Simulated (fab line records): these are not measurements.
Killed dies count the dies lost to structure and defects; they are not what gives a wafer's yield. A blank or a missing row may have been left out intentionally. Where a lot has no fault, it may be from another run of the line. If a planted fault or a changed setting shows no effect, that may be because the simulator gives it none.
fab line records	flow sfqLine
record lots=6	wafers=18	lastDay=83
route steps=325 shown JJ@187 M5@198
lots that met no fault: taken from a fault-free run of the same line
startH: hours from the record's first day to the start of the lot's first wafer shown	waitH: hours elapsed since this lot's preceding step	" same as the row above	L1.1+2: a row that stands for several wafers	- either no value or no given start	* or withheld: withheld	< > ~ a bound
route shown NAME@n: names a module that has steps shown in the file, with the first one's number in the route	usual: mean/standard deviation of fault-free wafers	same: alike in all rows	chamber/n: place in a boat	sites: readings site by site	_std_site: standard deviation of those values	_edge_site: the outer-site mean with the inner-site mean subtracted	radiusMm: how far each site lies from the wafer's centre	mask NAME#n: copy n	behind: the most recent tool/chamber to have shaped the wafer	hold: cause of the lot's hold/its duration in hours/its outcome	device: which transistor (n, p or np) failed to switch	end of line: the same wafers' tests at the end of the route	where a step has no rows: the recipe by itself	killed: dies lost to structure and defects at the first sort, not the wafer's yield	map: a wafer's dies, marking killed ones x, the rest . and places with no die _
set.NAME: the setting that was run; set.NAME@STEP: the one run at that earlier step	model.NAME: the simulator's own value behind a step, which no gauge read
lots at some steps of the route; a table a step, a row a wafer
services: from which hour (startH, from the record's first day; less than 0 if before it) a tool's chamber was out of use, for how many hours, and why
## steps
# step SFQ_TRILAYER_JJ_CE_LITHO_SOFTBAKE_118
# recipe tempC=withheld	timeS=withheld	resist=KrF
# step SFQ_TRILAYER_JJ_CE_LITHO_EXPOSE_115
# recipe maskId=J5	na=0.6	sourceShape=conventional	sigmaOuter=0.65	targetCdNm=700	doseMj=14.4
# step SFQ_TRILAYER_JJ_CE_LITHO_PEB_117
# recipe pebTempC=115	pebTimeS=60	resist=KrF
# step SFQ_TRILAYER_JJ_CE_LITHO_DEVELOP_116
# recipe timeS=60	resist=KrF
# step SFQ_JJ_OVL_MEAS_931
# usual J5_OVL=-1/4.8
lot.wafer	tool	chamber	startH	waitH	J5_OVL[nm]
L476.1	overlay-02	-	1097.89	0.1	-3
L476.2	"	-	"	"	-5
L476.6	"	-	"	"	-11
L486.1	overlay-01	-	1214.58	0.1	6
L486.4	"	-	"	"	-2
L486.6	"	-	"	"	-8
L488.2	overlay-02	-	1228.99	0.1	-6
L488.3	"	-	"	"	-2
L488.5	"	-	"	"	-15
L495.1	overlay-01	-	1264.30	0.1	-1
L495.3	"	-	"	"	-1
L495.6	"	-	"	"	2
L496.2	overlay-02	-	1269.10	0.1	10
L496.3	"	-	"	"	8
L496.4	"	-	"	"	3
L497.2	overlay-01	-	1273.90	0.1	-2
L497.4	"	-	"	"	-5
L497.6	"	-	"	"	3
# step SFQ_TRILAYER_JJ_CE_METRO_MEASURE_117
# usual cdNm=700.1/1.4
lot.wafer	tool	chamber	startH	waitH	cdNm
L476.1	cdSem-02	-	1097.92	0.0	699.8
L476.2	"	-	"	"	701.0
L476.6	"	-	"	"	700.0
L486.1	cdSem-01	-	1214.62	0.0	699.6
L486.4	"	-	"	"	699.6
L486.6	"	-	"	"	700.5
L488.2	cdSem-01	-	1229.22	0.2	702.9
L488.3	"	-	"	"	704.2
L488.5	"	-	"	"	703.1
L495.1	cdSem-02	-	1264.33	0.0	700.0
L495.3	"	-	"	"	699.8
L495.6	"	-	"	"	700.3
L496.2	cdSem-01	-	1269.33	0.2	698.0
L496.3	"	-	"	"	697.6
L496.4	"	-	"	"	698.9
L497.2	cdSem-02	-	1274.13	0.2	702.9
L497.4	"	-	"	"	701.5
L497.6	"	-	"	"	701.7
# step SFQ_TRILAYER_JJ_CE_BARC_OPEN_RIE_150
# recipe maskMaterial=PR	chemistry=O2	targetDepthNm=240	target=BARC	icpW=600	biasW=80	pressureMtorr=10	timeS=80
# step SFQ_TRILAYER_JJ_CE_ETCH_RIE_118
# recipe target=Nb	stopOn=Al2O3	maskMaterial=PR	taperDeg=13.257	overEtchFrac=0.15	timeS=97.7	chemistry=SF6	targetDepthNm=170	icpW=600	biasW=80	pressureMtorr=10
# usual drypumpMotorCurrentA=5.3/0.31	oesProductAu=0.978/0.0069
lot.wafer	tool	chamber	startH	waitH	drypumpMotorCurrentA	oesProductAu	rfHoursCounterH
L476.1	rieMetal-01	1	1099.21	0.1	5.6	0.976	36
L476.2	"	0	"	"	5.2	0.980	56
L476.6	"	0	"	"	5.2	0.971	-
L486.1	rieMetal-04	1	1215.91	0.1	5.5	0.977	122
L486.4	"	1	"	"	5.5	0.980	-
L486.6	"	1	"	"	5.5	0.989	-
L488.2	rieMetal-04	1	1230.31	0.1	5.4	0.980	124
L488.3	"	0	"	"	5.0	0.976	-
L488.5	"	1	"	"	5.5	0.983	-
L495.1	rieMetal-03	0	1265.63	0.1	4.8	0.974	1
L495.3	"	1	"	"	5.8	0.970	-
L495.6	"	1	"	"	5.8	0.978	-
L496.2	rieMetal-01	1	1270.43	0.1	5.6	0.977	60
L496.3	"	0	"	"	5.2	0.980	-
L496.4	"	1	"	"	5.6	0.974	-
L497.2	rieMetal-04	1	1275.23	0.1	5.4	0.982	131
L497.4	"	0	"	"	5.0	0.983	-
L497.6	"	0	"	"	5.0	0.995	-
# step SFQ_TRILAYER_JJ_ANODIZE_ANODIZE_119
# recipe currentDensityMaCm2=withheld	endCurrentDensityMaCm2=withheld	bathTempC=withheld
# step SFQ_TRILAYER_JJ_CE_STRIP_STRIP_120
# recipe gas=O2	powerW=205.8	platenTempC=40	overashFraction=0.65	chemistry=O2	pressureMtorr=50
# usual drypumpMotorCurrentA=5.3/0.38	oesProductAu=1.003/0.0079	platenTempC=39.98/0.12
lot.wafer	tool	chamber	startH	waitH	drypumpMotorCurrentA	oesProductAu	platenTempC	rfHoursCounterH
L476.1	rieMetal-01	1	1099.82	0.0	5.6	1.007	39.92	36
L476.2	"	0	"	"	5.2	1.016	40.05	56
L476.6	"	1	"	"	5.6	1.016	39.91	-
L486.1	rieMetal-03	0	1216.56	0.0	4.8	0.999	40.11	158
L486.4	"	1	"	"	5.7	1.004	39.82	-
L486.6	"	1	"	"	5.7	1.009	39.91	-
L488.2	rieMetal-03	0	1230.96	0.0	4.8	0.998	40.16	160
L488.3	"	1	"	"	5.8	1.008	39.86	-
L488.5	"	0	"	"	4.8	1.007	40.13	-
L495.1	rieMetal-01	1	1266.23	0.0	5.6	1.006	39.93	60
L495.3	"	1	"	"	5.6	0.987	39.82	-
L495.6	"	0	"	"	5.2	1.002	40.09	-
L496.2	rieMetal-03	0	1271.03	0.0	4.8	0.995	39.89	2
L496.3	"	0	"	"	4.8	1.005	40.02	-
L496.4	"	1	"	"	5.8	1.016	39.95	-
L497.2	rieMetal-01	1	1275.83	0.0	5.6	1.010	40.04	61
L497.4	"	1	"	"	5.6	1.009	40.08	-
L497.6	"	1	"	"	5.6	0.994	40.06	-
# step SFQ_TRILAYER_JJ_CE_STRIP_SOLV_CLEAN_121
# recipe chemistry=NMP	tempC=70	timeS=600
# step SFQ_TRILAYER_M5_LITHO_COAT_128
# recipe resist=BARC	spinRpm=3000	resistThkNm=62
# step SFQ_TRILAYER_M5_LITHO_COAT_123
# recipe resist=KrF	spinRpm=3000	resistThkNm=600
# usual resistLineTempC=23.03/0.098	spinSpeedRpm=3000.1/1.8
lot.wafer	tool	chamber	startH	waitH	resistLineTempC	spinSpeedRpm	model.KrF_of_TRILAYER_M5_LITHO_COAT_123.thkNm
L476.1	lithoTrack-04	0	1100.91	0.2	22.87	2996.9	600.7
L476.2	"	0	"	"	22.95	2998.0	600.9
L476.6	"	0	"	"	22.98	3000.6	598.5
L486.1	lithoTrack-02	0	1217.64	0.2	23.05	2951.0	608.5
L486.4	"	0	"	"	22.99	2949.1	607.6
L486.6	"	0	"	"	22.90	2950.2	606.7
L488.2	lithoTrack-02	0	1232.16	0.2	23.10	2954.7	605.1
L488.3	"	0	"	"	22.96	2952.8	605
L488.5	"	0	"	"	23.02	2951.7	603.9
L495.1	lithoTrack-03	0	1267.31	0.2	22.99	2999.2	603.2
L495.3	"	0	"	"	23.19	2999.5	602.7
L495.6	"	0	"	"	23.04	3002.1	600.7
L496.2	lithoTrack-04	0	1272.16	0.2	22.93	3000.0	602.6
L496.3	"	0	"	"	23.02	2998.8	602.6
L496.4	"	0	"	"	22.97	2998.4	603.7
L497.2	lithoTrack-04	0	1276.96	0.2	23.01	3003.0	600.1
L497.4	"	0	"	"	22.93	3001.6	598.6
L497.6	"	0	"	"	23.03	3000.4	599.4
# step SFQ_TRILAYER_M5_LITHO_SOFTBAKE_127
# recipe tempC=withheld	timeS=withheld	resist=KrF
# step SFQ_TRILAYER_M5_LITHO_EXPOSE_124
# recipe maskId=M5	na=0.6	sourceShape=conventional	sigmaOuter=0.65	targetCdNm=700	doseMj=14.4
# step SFQ_TRILAYER_M5_LITHO_PEB_126
# recipe pebTempC=115	pebTimeS=60	resist=KrF
# step SFQ_TRILAYER_M5_LITHO_DEVELOP_125
# recipe timeS=60	resist=KrF
# step SFQ_M5_OVL_MEAS_932
# usual M5_OVL=-1/5.4
lot.wafer	tool	chamber	startH	waitH	M5_OVL[nm]
L476.1	overlay-01	-	1239.10	0.1	-2
L476.2	"	-	"	"	-1
L476.6	"	-	"	"	-3
L486.1	overlay-01	-	1342.94	0.1	6
L486.4	"	-	"	"	1
L486.6	"	-	"	"	5
L488.2	overlay-01	-	1359.66	0.1	3
L488.3	"	-	"	"	3
L488.5	"	-	"	"	1
L495.1	overlay-02	-	1393.90	0.1	-2
L495.3	"	-	"	"	-2
L495.6	"	-	"	"	-6
L496.2	overlay-02	-	1397.50	0.1	-1
L496.3	"	-	"	"	-4
L496.4	"	-	"	"	0
L497.2	overlay-01	-	1401.10	0.1	4
L497.4	"	-	"	"	-2
L497.6	"	-	"	"	0
# step SFQ_TRILAYER_M5_BARC_OPEN_METAL_ETCH_161
# recipe maskMaterial=PR	chemistry=O2	targetDepthNm=125	target=BARC	icpW=600	biasW=80	pressureMtorr=10	timeS=41.7
# usual drypumpMotorCurrentA=5.30/0.28	oesProductAu=0.685/0.0046
lot.wafer	tool	chamber	startH	waitH	drypumpMotorCurrentA	oesProductAu	rfHoursCounterH
L476.1	rieMetal-02	1	1239.13	0.0	5.26	0.685	99
L476.2	"	0	"	"	5.28	0.684	55
L476.6	"	0	"	"	5.27	0.689	-
L486.1	rieMetal-04	1	1342.98	0.0	5.48	0.678	141
L486.4	"	1	"	"	5.47	0.687	-
L486.6	"	0	"	"	5.05	0.686	-
L488.2	rieMetal-04	1	1359.69	0.0	5.47	0.690	144
L488.3	"	0	"	"	5.03	0.689	-
L488.5	"	1	"	"	5.48	0.683	-
L495.1	rieMetal-04	0	1393.93	0.0	5.04	0.683	123
L495.3	"	1	"	"	5.46	0.685	-
L495.6	"	0	"	"	5.03	0.680	-
L496.2	rieMetal-02	0	1397.53	0.0	5.28	0.692	80
L496.3	"	0	"	"	5.29	0.689	-
L496.4	"	1	"	"	5.26	0.675	-
L497.2	rieMetal-04	0	1401.13	0.0	5.02	0.681	124
L497.4	"	1	"	"	5.44	0.679	-
L497.6	"	0	"	"	5.06	0.685	-
# step SFQ_TRILAYER_M5_ETCH_METAL_ETCH_126
# recipe target=Nb	stopOn=SiO2	maskMaterial=PR	overEtchFrac=0.15	timeS=203.2	chemistry=Cl2/BCl3	targetDepthNm=265	icpW=600	biasW=80	pressureMtorr=10
# usual drypumpMotorCurrentA=5.30/0.28	oesProductAu=0.729/0.0059
lot.wafer	tool	chamber	startH	waitH	drypumpMotorCurrentA	oesProductAu	rfHoursCounterH	model.KrF_of_TRILAYER_M5_LITHO_COAT_123.thkNm
L476.1	rieMetal-02	1	1239.19	0.0	5.27	0.719	99	373.7
L476.2	"	0	"	"	5.28	0.732	55	372.6
L476.6	"	0	"	"	5.27	0.730	-	369.6
L486.1	rieMetal-04	1	1343.04	0.0	5.46	0.734	141	380.5
L486.4	"	1	"	"	5.45	0.728	-	380.2
L486.6	"	0	"	"	5.03	0.739	-	378.7
L488.2	rieMetal-04	1	1359.75	0.0	5.45	0.727	144	376.7
L488.3	"	0	"	"	5.05	0.722	-	375.7
L488.5	"	1	"	"	5.50	0.713	-	376.3
L495.1	rieMetal-04	0	1393.99	0.0	5.01	0.728	123	374.3
L495.3	"	1	"	"	5.44	0.722	-	372.7
L495.6	"	0	"	"	5.03	0.727	-	371.9
L496.2	rieMetal-02	0	1397.59	0.0	5.28	0.732	80	372.3
L496.3	"	0	"	"	5.30	0.730	-	372.5
L496.4	"	1	"	"	5.29	0.731	-	376.3
L497.2	rieMetal-04	0	1401.19	0.0	5.06	0.727	124	371.7
L497.4	"	1	"	"	5.46	0.732	-	369.2
L497.6	"	0	"	"	5.04	0.733	-	370.4
# step SFQ_TRILAYER_M5_STRIP_STRIP_127
# recipe gas=O2	powerW=200	platenTempC=40	overashFraction=0.65	chemistry=O2	pressureMtorr=50
# usual drypumpMotorCurrentA=5.30/0.28	oesProductAu=1.000/0.0079	platenTempC=40.01/0.12
lot.wafer	tool	chamber	startH	waitH	drypumpMotorCurrentA	oesProductAu	platenTempC	rfHoursCounterH
L476.1	rieMetal-02	1	1239.39	0.1	5.24	0.995	39.97	99
L476.2	"	0	"	"	5.29	1.004	40.13	55
L476.6	"	0	"	"	5.30	1.002	40.19	-
L486.1	rieMetal-04	1	1343.23	0.1	5.44	0.987	40.16	141
L486.4	"	1	"	"	5.44	1.005	40.13	-
L486.6	"	0	"	"	5.04	0.992	39.74	-
L488.2	rieMetal-04	1	1359.95	0.1	5.46	1.008	40.16	144
L488.3	"	0	"	"	5.05	1.006	39.94	-
L488.5	"	1	"	"	5.45	0.998	40.13	-
L495.1	rieMetal-04	0	1394.19	0.1	5.03	1.003	40.11	123
L495.3	"	1	"	"	5.44	1.004	40.05	-
L495.6	"	0	"	"	5.02	1.000	40.03	-
L496.2	rieMetal-02	0	1397.79	0.1	5.29	1.003	40.18	80
L496.3	"	0	"	"	5.30	0.999	40.11	-
L496.4	"	1	"	"	5.26	0.987	40.22	-
L497.2	rieMetal-04	0	1401.39	0.1	5.03	1.005	39.96	124
L497.4	"	1	"	"	5.42	1.007	40.01	-
L497.6	"	0	"	"	5.03	0.990	40.02	-
## services
tool	chamber	startH	hours	kind
rieMetal-02	0	1079.84	5.7	repair
cdSem-02	-	1082.56	0.6	pm
cdSem-01	-	1085.43	2.7	pm
rieMetal-02	-	1097.85	1.4	pm
rieMetal-01	-	1113.81	1.4	pm
cdSem-01	-	1133.75	0.3	pm
cdSem-01	-	1140.57	1.1	pm
cdSem-02	-	1156.01	15.1	pm
cdSem-01	-	1209.35	0.2	pm
cdSem-02	-	1215.42	0.6	pm
cdSem-02	-	1232.62	1.0	pm
cdSem-02	-	1233.65	1.0	pm
cdSem-02	-	1266.56	0.6	pm
cdSem-01	-	1270.33	0.5	pm
cdSem-01	-	1288.43	7.6	pm
rieMetal-03	-	1297.34	1.4	pm
cdSem-01	-	1299.31	1.7	repair
cdSem-01	-	1317.75	1.3	pm
cdSem-01	-	1324.57	0.3	pm
rieMetal-02	0	1347.03	1.9	repair
rieMetal-03	0	1348.24	17.1	repair
rieMetal-02	1	1369.94	8.0	repair
cdSem-01	-	1371.63	5.8	repair
rieMetal-01	-	1385.74	0.7	repair
## key
firstSign step=SFQ_TRILAYER_M5_LITHO_COAT_123	reading=spinSpeedRpm	direction=down	sigmas=27	usual=3000.1	struck=2951.6
effect none on later readings
modelEffect step=SFQ_TRILAYER_M5_LITHO_COAT_123	value=KrF_of_TRILAYER_M5_LITHO_COAT_123.thkNm	without=601.1	struck=606.2
modelEffect step=SFQ_TRILAYER_M5_ETCH_METAL_ETCH_126	value=KrF_of_TRILAYER_M5_LITHO_COAT_123.thkNm	without=372.9	struck=378
metAt SFQ_TRILAYER_M5_LITHO_COAT_123
struckWafers L486.1,L486.4,L486.6,L488.2,L488.3,L488.5
fault kind=processParameterDrift	tool=lithoTrack-02	chamber=-	onsetH=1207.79	steps=SFQ_TRILAYER_M5_LITHO_COAT_123	channel=spinRpm	offset=-50.329	shape=step	endH=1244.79	actsIn=theseRecipesOnly	stated=3000
